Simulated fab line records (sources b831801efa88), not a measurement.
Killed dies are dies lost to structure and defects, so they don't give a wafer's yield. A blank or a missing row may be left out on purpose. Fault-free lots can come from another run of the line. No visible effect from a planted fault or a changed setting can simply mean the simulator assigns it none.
Struck lot and sound lot, side by side / flow sfqLine / 42 out of 325 route steps
Sound: wafers L723.1, L723.3, L723.4. Struck: wafer L730.5. (L730.3, L730.4 of the same lot were not struck and are left out.) The cause comes at the end.
Order at every step that has rows: each side's tool, ch and its chambers, its first start. Under that, the readings that differ: sound wafers / struck wafers / difference of the means / sigmas: that difference in standard deviations of wafers without a fault.
alike: readings whose means differ by less than 2 such deviations, and words and numbers that are the same on both sides. not compared: withheld readings, readings that some wafer has no value for, bounds like >300 that may hide the same value, and numbers for which the record gives no deviation and whose values overlap.
The two part at a step that has a row with sigmas, a row that says differs or no value, or rows on one side only. When numbers do not overlap yet have no deviation, they are printed without sigmas and do not part them. A reading that every wafer of one side lacks parts them only if that side has two wafers or more.

first, 6 steps without rows for these wafers: SFQ_TRILAYER_M6_LITHO_COAT_164 (resist thk 62 nm); SFQ_TRILAYER_M6_LITHO_COAT_159 (resist thk 600 nm); SFQ_TRILAYER_M6_LITHO_SOFTBAKE_163; SFQ_TRILAYER_M6_LITHO_EXPOSE_160 (exposes mask M6, target cd 500 nm); SFQ_TRILAYER_M6_LITHO_PEB_162 (peb time 60 s); SFQ_TRILAYER_M6_LITHO_DEVELOP_161 (time 60 s).
SFQ_M6_OVL_MEAS_940:
  sound on overlay-01 at day 75 23:17; struck on overlay-02 at day 77 12:14
  alike: M6_OVL
then, 2 steps without rows for these wafers: SFQ_TRILAYER_M6_BARC_OPEN_METAL_ETCH_206 (etches BARC in O2, target depth 125 nm, time 41.7 s); SFQ_TRILAYER_M6_ETCH_METAL_ETCH_162 (etches Nb in Cl2/Ar, stops on SiO2, target depth 240 nm, time 120 s).
SFQ_TRILAYER_M6_STRIP_STRIP_163: strips in O2.
  sound on rieMetal-03 ch 0,1, day 75 23:37; struck on rieMetal-01 ch 1, day 77 12:38
reading=drypumpMotorCurrentA (A); sound=5.1 5.3 5.1; struck=6.6; difference=+1.4; sigmas=+3
  alike: oesProductAu
  not compared: rfHoursCounterH
then, 1 step without rows for these wafers: SFQ_TRILAYER_M6_STRIP_SOLV_CLEAN_164 (cleans in NMP, time 600 s).
SFQ_TRILAYER_I6_DEP_PECVD_165: deposits SiO2 from SiH4/N2O, time 111.11 s, target thk 500 nm.
  sound on pecvd-02 ch 0,2, day 76 00:23; struck on pecvd-03 ch 0, day 77 13:13
  alike: heaterPowerW, throttleValvePct
SFQ_TRILAYER_I6_CMP_CMP_166: polishes SiO2.
  sound on cmp-01 ch 0,1,3, day 76 00:58; struck on cmp-01 ch 1, day 77 20:22
reading=timeToEndpointS (s); sound=225 215 225; struck=273; difference=+51; sigmas=+6
reading=model.SiO2_of_TRILAYER_I6_DEP_PECVD_165.thkNm (nm); sound=202.8 201.6 201.1; struck=302.5; difference=+100.7; sigmas=
  alike: motorCurrentA
SFQ_I6_BOW_MEAS_941:
  sound on filmMetro-01 at day 76 03:28; struck on filmMetro-02 at day 77 21:55
  alike: I6_BOW
SFQ_TRILAYER_I6_METRO_MEASURE_167:
  sound on filmMetro-01 at day 76 03:35; struck on filmMetro-02 at day 77 22:23
reading=thkNm (nm); sound=202.8 201.6 201.1; struck=302.6; difference=+100.8; sigmas=+78
then, 6 steps without rows for these wafers: SFQ_TRILAYER_I6_VIA_LITHO_COAT_174 (resist thk 62 nm); SFQ_TRILAYER_I6_VIA_LITHO_COAT_169 (resist thk 650 nm); SFQ_TRILAYER_I6_VIA_LITHO_SOFTBAKE_173; SFQ_TRILAYER_I6_VIA_LITHO_EXPOSE_170 (exposes mask I6, target cd 700 nm); SFQ_TRILAYER_I6_VIA_LITHO_PEB_172 (peb time 60 s); SFQ_TRILAYER_I6_VIA_LITHO_DEVELOP_171 (time 60 s).
-- the record jumps here: 3 days lie between the struck wafers' starts before and after --
SFQ_I6_OVL_MEAS_942:
  sound on overlay-01 at day 76 21:49; struck on overlay-02 at day 81 00:00
  alike: I6_OVL
then, 1 step without rows for these wafers: SFQ_TRILAYER_I6_VIA_BARC_OPEN_VIA_ETCH_235 (etches BARC in O2, target depth 125 nm, time 41.7 s).
SFQ_TRILAYER_I6_VIA_ETCH_VIA_ETCH_172: etches SiO2 in CHF3, stops on Nb, target depth 260 nm.
  sound on rieDiel-02 ch 0,1,2, day 76 21:53; struck on rieDiel-02 ch 3, day 81 00:04
reading=oesProductAu (a.u.); sound=0.852 0.861 0.856; struck=0.993; difference=+0.137; sigmas=+22
reading=model.etch.depthNm (nm); sound=202.8 201.6 201.1; struck=258.6; difference=+56.8; sigmas=
reading=model.I6.featureDepthNm (nm); sound=202.8 201.6 201.1; struck=258.6; difference=+56.8; sigmas=
  alike: drypumpMotorCurrentA
SFQ_TRILAYER_I6_VIA_STRIP_STRIP_173: strips in O2.
  sound on rieMetal-02 ch 0,1, day 76 22:00; struck on rieMetal-03 ch 0, day 81 00:23
  alike: drypumpMotorCurrentA, oesProductAu
  not compared: rfHoursCounterH
then, 1 step without rows for these wafers: SFQ_TRILAYER_I6_VIA_STRIP_SOLV_CLEAN_174 (cleans in NMP, time 600 s).
SFQ_TRILAYER_M7_DEP_PRE_CLEAN_176: time 22.5 s.
  sound on pvdSputter-05 at day 76 22:47; struck on pvdSputter-06 at day 81 00:57
reading=model.SiO2_of_TRILAYER_I6_DEP_PECVD_165.thkNm (nm); sound=195.3 194.1 193.6; struck=295; difference=+101; sigmas=
SFQ_TRILAYER_M7_DEP_SPUTTER_175: material Nb, target thk 200 nm, time 133.3 s.
  sound on pvdSputter-05 at day 76 22:49; struck on pvdSputter-06 at day 81 00:59
  alike: throttleValvePct
SFQ_M7_RS_MEAS_943: the measuring method here is four-point-probe.
  sound on filmMetro-01 at day 76 22:55; struck on filmMetro-04 at day 81 01:07
reading=M7_NB_RS (ohm/sq); sound=0.870 0.883 0.884; struck=0.900; difference=+0.021; sigmas=+3
then, 6 steps without rows for these wafers: SFQ_TRILAYER_M7_LITHO_COAT_182 (resist thk 62 nm); SFQ_TRILAYER_M7_LITHO_COAT_177 (resist thk 600 nm); SFQ_TRILAYER_M7_LITHO_SOFTBAKE_181; SFQ_TRILAYER_M7_LITHO_EXPOSE_178 (exposes mask M7, target cd 500 nm); SFQ_TRILAYER_M7_LITHO_PEB_180 (peb time 60 s); SFQ_TRILAYER_M7_LITHO_DEVELOP_179 (time 60 s).
-- the record jumps here: 3 days lie between the struck wafers' starts before and after --
SFQ_M7_OVL_MEAS_945:
  sound on overlay-01 at day 79 05:07; struck on overlay-02 at day 83 18:43
reading=M7_OVL (nm); sound=9 17 13; struck=0; difference=-13; sigmas=-2
then, 4 steps without rows for these wafers: SFQ_TRILAYER_M7_BARC_OPEN_METAL_ETCH_229 (etches BARC in O2, target depth 125 nm, time 41.7 s); SFQ_TRILAYER_M7_ETCH_METAL_ETCH_180 (etches Nb in Cl2/Ar, stops on SiO2, target depth 240 nm, time 120 s); SFQ_TRILAYER_M7_STRIP_STRIP_181 (strips in O2); SFQ_TRILAYER_M7_STRIP_SOLV_CLEAN_182 (cleans in NMP, time 600 s).
SFQ_TRILAYER_I7_DEP_PECVD_183: deposits SiO2 from SiH4/N2O, time 111.11 s, target thk 500 nm.
  sound on pecvd-03 ch 0,1,2, day 79 06:07; struck on pecvd-04 ch 2, day 83 19:43
reading=heaterPowerW (W); sound=108 86 97; struck=73; difference=-24; sigmas=-2
  alike: throttleValvePct
-- the record jumps here: 7 days lie between the struck wafers' starts before and after --
SFQ_M8_BOW_MEAS_951:
  sound on filmMetro-01 at day 85 20:44; struck on filmMetro-03 at day 90 20:34
reading=model.etest.i6.linkOhm; sound=1.843 1.861 1.862; struck=1e+06; difference=+1e+06; sigmas=
  alike: M8_BOW

WHERE THEY PART
At SFQ_TRILAYER_M6_STRIP_STRIP_163 first; at SFQ_TRILAYER_I7_DEP_PECVD_183 last (within this record only). Later steps at which nothing parts them and some readings are alike: SFQ_M8_BOW_MEAS_951.

WHY: the cause the simulator had injected
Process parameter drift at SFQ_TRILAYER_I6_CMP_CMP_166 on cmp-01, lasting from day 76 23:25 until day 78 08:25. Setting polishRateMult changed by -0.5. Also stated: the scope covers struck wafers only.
